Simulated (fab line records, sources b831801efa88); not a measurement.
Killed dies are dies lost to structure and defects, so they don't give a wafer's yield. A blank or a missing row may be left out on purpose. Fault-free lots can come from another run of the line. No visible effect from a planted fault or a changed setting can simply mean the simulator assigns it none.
A lot that was struck, set against a sound lot | flow sfq-line | 18 steps out of a route of 325
Sound: wafers L432.1, L432.3, L432.4. Struck: wafer L439.3; the same lot's L439.6 was not struck, so it is left out; see the end for the cause.
Per side, at each step with rows, come the tool, then ch with its chambers, and then its first start. Under that, the readings that differ: sound wafers | struck wafers | difference of the means | sigmas: that difference in standard deviations of wafers without a fault.
alike: same words and numbers on both sides, and readings whose means sit less than 2 such deviations apart. not compared: any withheld reading, any reading some wafer has no value for, any bound like >300 that may hide the same value, and any number with overlapping values for which the record gives no deviation.
Wherever a step has rows on one side only, a row that says differs or no value, or a row with sigmas, the two part there. When numbers do not overlap yet have no deviation, they are printed without sigmas and do not part them. A reading missing from all wafers of one side parts the sides only when that side holds two or more wafers.

SFQ_TRILAYER_M4_BARC_OPEN_METAL_ETCH_123: etches BARC in O2, target depth 125 nm, time 41.7 s.
  sound on rie-metal-03 ch 0,1, day 44 21:37; struck on rie-metal-03 ch 1, day 46 05:40
  alike: drypump-motor-current-A, he-backside-leak-sccm, oes-product-au
  not compared: rf-hours-counter-h
SFQ_TRILAYER_M4_ETCH_METAL_ETCH_096: etches Nb in Cl2/Ar, stops on SiO2, target depth 240 nm, time 120 s.
  sound on rie-metal-03 ch 1, day 44 21:41; struck on rie-metal-03 ch 1, day 46 05:50
  alike: drypump-motor-current-A, he-backside-leak-sccm, oes-product-au
  not compared: rf-hours-counter-h
then, 2 steps without rows for these wafers: SFQ_TRILAYER_M4_STRIP_STRIP_097 (strips in O2); SFQ_TRILAYER_M4_STRIP_SOLV_CLEAN_098 (cleans in NMP, time 600 s).
SFQ_TRILAYER_I4_DEP_PECVD_099: deposits SiO2 from SiH4/N2O, time 111.11 s, target thk 500 nm.
  sound on pecvd-01 ch 0,1, day 44 23:19; struck on pecvd-03 ch 0, day 46 07:33
  reading                | sound                | struck | difference | sigmas
  susceptor-temp-C (C)   | 150.15 150.27 150.24 | 149.76 | -0.46      | -3
  throttle-valve-pct (%) | 23.5 24.0 23.4       | 27.2   | +3.6       | +2
  alike: heater-power-w
SFQ_TRILAYER_I4_CMP_CMP_100: polishes SiO2.
  sound on cmp-02 ch 1,2,3, day 45 01:13; struck on cmp-01 ch 3, day 46 16:43
  alike: motor-current-A, time-to-endpoint-s
SFQ_I4_BOW_MEAS_927:
  sound: film-metro-04 at day 45 04:13; struck: film-metro-04 at day 46 18:16
  alike: I4_BOW
then, 5 steps without rows for these wafers: SFQ_TRILAYER_I4_METRO_MEASURE_101; SFQ_TRILAYER_I4_VIA_LITHO_COAT_108 (resist thk 62 nm); SFQ_TRILAYER_I4_VIA_LITHO_COAT_103 (resist thk 650 nm); SFQ_TRILAYER_I4_VIA_LITHO_SOFTBAKE_107; SFQ_TRILAYER_I4_VIA_LITHO_EXPOSE_104 (exposes mask I4, target cd 700 nm).
-- the record jumps here: 5 days lie between the struck wafers' starts before and after --
SFQ_TRILAYER_I4_VIA_LITHO_PEB_106: peb time 60 s.
  sound on litho-track-02 ch 0, day 50 16:46; struck on litho-track-04 ch 0, day 52 03:37
  reading                  | sound             | struck | difference | sigmas
  heater-power-total-W (W) | 79.26 79.13 79.20 | 82.18  | +2.98      | +41
then, 1 step without rows for these wafers: SFQ_TRILAYER_I4_VIA_LITHO_DEVELOP_105 (time 60 s).
SFQ_I4_OVL_MEAS_928:
  sound: overlay-01 at day 50 17:04; struck: overlay-01 at day 52 03:53
  alike: I4_OVL
SFQ_TRILAYER_I4_VIA_BARC_OPEN_VIA_ETCH_146: etches BARC in O2, target depth 125 nm, time 41.7 s.
  sound on rie-diel-02 ch 0,1,3, day 50 17:07; struck on rie-diel-01 ch 2, day 52 03:55
  reading             | sound           | struck | difference | sigmas
  model.I4.cd-nm (nm) | 698 699.8 698.7 | 683.6  | -15.2      |
  alike: drypump-motor-current-A, oes-product-au
  not compared: rf-hours-counter-h
SFQ_TRILAYER_I4_VIA_ETCH_VIA_ETCH_106: etches SiO2 in CHF3, stops on Nb, target depth 260 nm.
  sound on rie-diel-02 ch 0,1,3, day 50 17:09; struck on rie-diel-01 ch 2, day 52 03:57
  reading             | sound             | struck | difference | sigmas
  model.I4.cd-nm (nm) | 696.7 699.1 694.9 | 681.1  | -15.8      |
  alike: drypump-motor-current-A, oes-product-au
SFQ_TRILAYER_I4_VIA_STRIP_STRIP_107: strips in O2.
  sound on rie-metal-01 ch 0,1, day 50 17:16; struck on rie-metal-03 ch 1, day 52 04:16
  alike: drypump-motor-current-A, he-backside-leak-sccm, oes-product-au
  not compared: rf-hours-counter-h

## WHERE THEY PART
First at SFQ_TRILAYER_I4_DEP_PECVD_099; last, within this record, at SFQ_TRILAYER_I4_VIA_LITHO_PEB_106. Later steps at which nothing parts them and some readings are alike: SFQ_I4_OVL_MEAS_928, SFQ_TRILAYER_I4_VIA_BARC_OPEN_VIA_ETCH_146, SFQ_TRILAYER_I4_VIA_ETCH_VIA_ETCH_106, SFQ_TRILAYER_I4_VIA_STRIP_STRIP_107.

WHY: the cause the simulator had injected
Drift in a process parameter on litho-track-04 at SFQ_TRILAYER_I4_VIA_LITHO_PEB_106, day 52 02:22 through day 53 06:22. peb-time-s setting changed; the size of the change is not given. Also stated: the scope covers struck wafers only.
